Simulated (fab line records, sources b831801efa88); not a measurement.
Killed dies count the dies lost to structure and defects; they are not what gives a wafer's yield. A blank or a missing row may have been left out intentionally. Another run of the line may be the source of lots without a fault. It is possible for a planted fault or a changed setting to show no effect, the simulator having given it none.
Comparing a struck lot with a sound one + flow sky130 + 14 steps out of a route of 708
Sound: these wafers, L239.3, L239.4, L239.6. The struck wafers were L235.1, L235.3, L235.4. The cause comes at the end.
Per side, at each step with rows, come the tool, then ch with its chambers, and then its first start. Under that, the readings that differ: sound wafers + struck wafers + difference of the means + sigmas: that difference in standard deviations of wafers without a fault.
alike: a reading whose means differ by less than 2 such deviations, as well as words and numbers matching on both sides. not compared: withheld readings; readings where some wafer has no value; bounds like >300 that might hide an equal value; numbers whose values overlap and for which the record gives no deviation.
Wherever a step has rows on one side only, a row that says differs or no value, or a row with sigmas, the two part there. Numbers that have no deviation but don't overlap get no sigmas and don't part them. A reading missing from all wafers of one side parts the sides only when that side holds two or more wafers.

first, 7 steps without rows for these wafers: SKY_LDD_N_DEHYDRATE_00 (time 60 s); SKY_LDD_N_HMDS_01 (prime time 60 s); SKY_LDD_N_COAT_02 (resist thk 300 nm); SKY_LDD_N_SOFTBAKE_03 (time 60 s); SKY_LDD_N_EXPOSE_04 (exposes mask NTM, target cd 840 nm); SKY_LDD_N_PEB_05; SKY_LDD_N_DEVELOP_06 (develop time 60 s).
SKY_LDD_N_OVL_MEAS_07:
  sound: overlay-02 at day 25 06:55; struck: overlay-02 at day 24 12:21
  alike: LDD_N_OVL
then, 4 steps without rows for these wafers: SKY_LDD_N_IMPLANT_08; SKY_LDD_N_IMPLANT_09; SKY_LDD_N_IMPLANT_10; SKY_LDD_N_IMPLANT_11.
SKY_LDD_N_IMPLANT_12:
  struck on implanter-02, day 24 12:59; sound on implanter-02 ch 0, day 25 07:35
  no value came back on the struck wafers for beam-energy-keV, beam-on-s (s); on the sound wafers beam-energy-keV reads 50.047 50.003 50.025
next, for these wafers, 1 step has no rows: SKY_LDD_N_IMPLANT_13.

WHERE THEY PART
SKY_LDD_N_IMPLANT_12 only, going by this record.

WHY: what the simulator had put in
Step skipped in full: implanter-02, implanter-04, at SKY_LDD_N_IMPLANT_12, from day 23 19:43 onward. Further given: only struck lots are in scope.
